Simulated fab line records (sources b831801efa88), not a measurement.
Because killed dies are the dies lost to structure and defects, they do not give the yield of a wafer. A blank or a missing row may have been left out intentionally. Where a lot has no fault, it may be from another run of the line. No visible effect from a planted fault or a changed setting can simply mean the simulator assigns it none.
Struck lot and sound lot, side by side / flow gf180mcu / 43 out of 602 route steps
Sound: wafers L656.4, L656.5, L656.6. Struck: wafers L668.1, L668.5 (left out: L668.3, a lot-mate that was not struck); the cause follows at the end.
Per side, at each step with rows, come the tool, then ch with its chambers, and then its first start. Under that, the readings that differ: sound wafers / struck wafers / difference of the means / sigmas: that difference in standard deviations of wafers without a fault.
alike: readings with means less than 2 such deviations apart, plus words and numbers identical on both sides. not compared: withheld readings, readings lacking a value on some wafer, bounds such as >300 that could conceal the same value, and numbers that have no deviation in the record and whose values overlap.
A row with sigmas, a row that says differs or no value, or rows on one side alone: a step with any of these is where the two part. Non-overlapping numbers with no deviation appear without sigmas and do not part them. A reading that every wafer of one side lacks parts them only if that side has two wafers or more.

first, 1 step without rows for these wafers: GF_CONTACT_CMP_04 (polishes SiO2).
GF_CONTACT_BOW_MEAS_05:
  sound on filmMetro-03, day 16 22:12; struck on filmMetro-01, day 21 10:29
  alike: CONTACT_BOW
then, 8 steps without rows for these wafers: GF_CONTACT_DEHYDRATE_06 (time 60 s); GF_CONTACT_HMDS_07 (prime time 60 s); GF_CONTACT_COAT_08; GF_CONTACT_COAT_09 (resist thk 1000 nm); GF_CONTACT_SOFTBAKE_10 (time 60 s); GF_CONTACT_EXPOSE_11 (exposes mask Contact, target cd 220 nm); GF_CONTACT_PEB_12 (peb time 90 s); GF_CONTACT_DEVELOP_13 (develop time 60 s).
GF_CONTACT_CD_MEAS_14: target cd 220 nm.
  sound on cdSem-02, day 17 20:34; struck on cdSem-01, day 22 10:54
  alike: cdNm
GF_CONTACT_OVL_MEAS_15:
  sound on overlay-02, day 17 20:38; struck on overlay-02, day 22 11:01
  alike: CONTACT_OVL
GF_CONTACT_ETCH_16: etches BARC in N2/H2.
  sound on rieDiel-01 ch 0,1, day 17 20:40; struck on rieDiel-04 ch 3, day 22 11:03
  alike: drypumpMotorCurrentA, n2FlowSccm, oesProductAu, throttleValvePct
then, 7 steps without rows for these wafers: GF_CONTACT_ETCH_17 (etches SiO2 in C4F8/O2/Ar, stops on CoSi2, target depth 860 nm); GF_CONTACT_STRIP_18 (strips in O2/N2); GF_CONTACT_CLEAN_19 (cleans in SPM); GF_CONTACT_CLEAN_20 (cleans in DIW); GF_CONTACT_CLEAN_21 (cleans in dHF, time 20 s); GF_CONTACT_SPUTTER_22 (material Ti, target thk 15 nm, time 80.02 s); GF_CONTACT_SPUTTER_23 (material TiN, target thk 10 nm, time 40 s).
GF_CONTACT_CVD_24: deposits W, target thk 300 nm, time 90.339 s.
  sound on cvdW-01 ch 0,1, day 17 21:22; struck on cvdW-01 ch 0, day 22 11:37
  alike: heaterPowerW
GF_CONTACT_RS_MEAS_25: measures by four-point-probe.
  sound on filmMetro-01, day 17 21:29; struck on filmMetro-02, day 22 11:43
  alike: CONTACT_W_RS
GF_CONTACT_THK_MEAS_26: measures by xrf.
  sound on filmMetro-01, day 17 21:35; struck on filmMetro-02, day 22 11:50
reading=CONTACT_W_THK (nm); sound=303 306 308; struck=295 295; difference=-11; sigmas=-3
GF_CONTACT_CMP_27: polishes, stops on SiO2, t overpolish 15 s, target thk 0 nm.
  sound on cmp-02 ch 1,2, day 17 21:40; struck on cmp-01 ch 0,1, day 22 11:54
  alike: motorCurrentA, overpolishRunS, timeToEndpointS
GF_M1_SPUTTER_00: material Ti, target thk 37.5 nm, time 150 s.
  sound on pvdSputter-03, day 17 21:55; struck on pvdSputter-01, day 22 12:12
  alike: throttleValvePct
then, 2 steps without rows for these wafers: GF_M1_SPUTTER_01 (material TiN, target thk 30 nm, time 25 s); GF_M1_SPUTTER_02 (material AlCu, target thk 450 nm, time 23.9 s).
GF_M1_SPUTTER_03: material Ti, target thk 10 nm, time 6.7 s.
  sound on pvdSputter-03, day 17 22:04; struck on pvdSputter-01, day 22 12:22
  alike: throttleValvePct
then, 1 step without rows for these wafers: GF_M1_SPUTTER_04 (material TiN, target thk 50 nm, time 41.7 s).
GF_M1_RS_MEAS_05: measures by four-point-probe.
  sound on filmMetro-02, day 17 22:11; struck on filmMetro-03, day 22 12:25
  alike: M1_ALCU_RS
GF_M1_THK_MEAS_06: measures by xrf.
  sound on filmMetro-02, day 17 22:17; struck on filmMetro-03, day 22 12:32
  alike: M1_ALCU_THK
then, 7 steps without rows for these wafers: GF_M1_DEHYDRATE_07 (time 60 s); GF_M1_HMDS_08 (prime time 60 s); GF_M1_COAT_09 (resist thk 1000 nm); GF_M1_SOFTBAKE_10 (time 60 s); GF_M1_EXPOSE_11 (exposes mask Metal1, target cd 230 nm); GF_M1_PEB_12 (peb time 90 s); GF_M1_DEVELOP_13 (develop time 60 s).
GF_M1_CD_MEAS_14: target cd 230 nm.
  sound on cdSem-02, day 18 21:48; struck on cdSem-01, day 23 10:47
  alike: cdNm
GF_M1_OVL_MEAS_15:
  sound on overlay-02, day 18 21:52; struck on overlay-01, day 23 10:54
  alike: M1_OVL
GF_M1_METAL_ETCH_16: etches the open film in Cl2/BCl3, stops on SiO2, target depth 750.8 nm, time 125.1 s.
  sound on rieMetal-02 ch 0,1, day 18 21:56; struck on rieMetal-03 ch 1, day 23 10:56
  alike: drypumpMotorCurrentA, oesProductAu, throttleValvePct
  not compared: rfHoursCounterH
then, 1 step without rows for these wafers: GF_M1_STRIP_17 (strips in O2/N2).
-- the record jumps here: 10 days lie between the struck wafers' starts before and after (it left off in module M1 and takes up again in module PASSIVATION, whose first step shown is number 602 of the route) --
GF_PASSIVATION_PROBE_99:
  record: rows for the struck wafers here (prober-01, day 33 18:47), none for the sound ones

## WHERE THEY PART
At GF_CONTACT_THK_MEAS_26 first; at GF_PASSIVATION_PROBE_99 last (within this record only).

WHY: the cause the simulator had injected
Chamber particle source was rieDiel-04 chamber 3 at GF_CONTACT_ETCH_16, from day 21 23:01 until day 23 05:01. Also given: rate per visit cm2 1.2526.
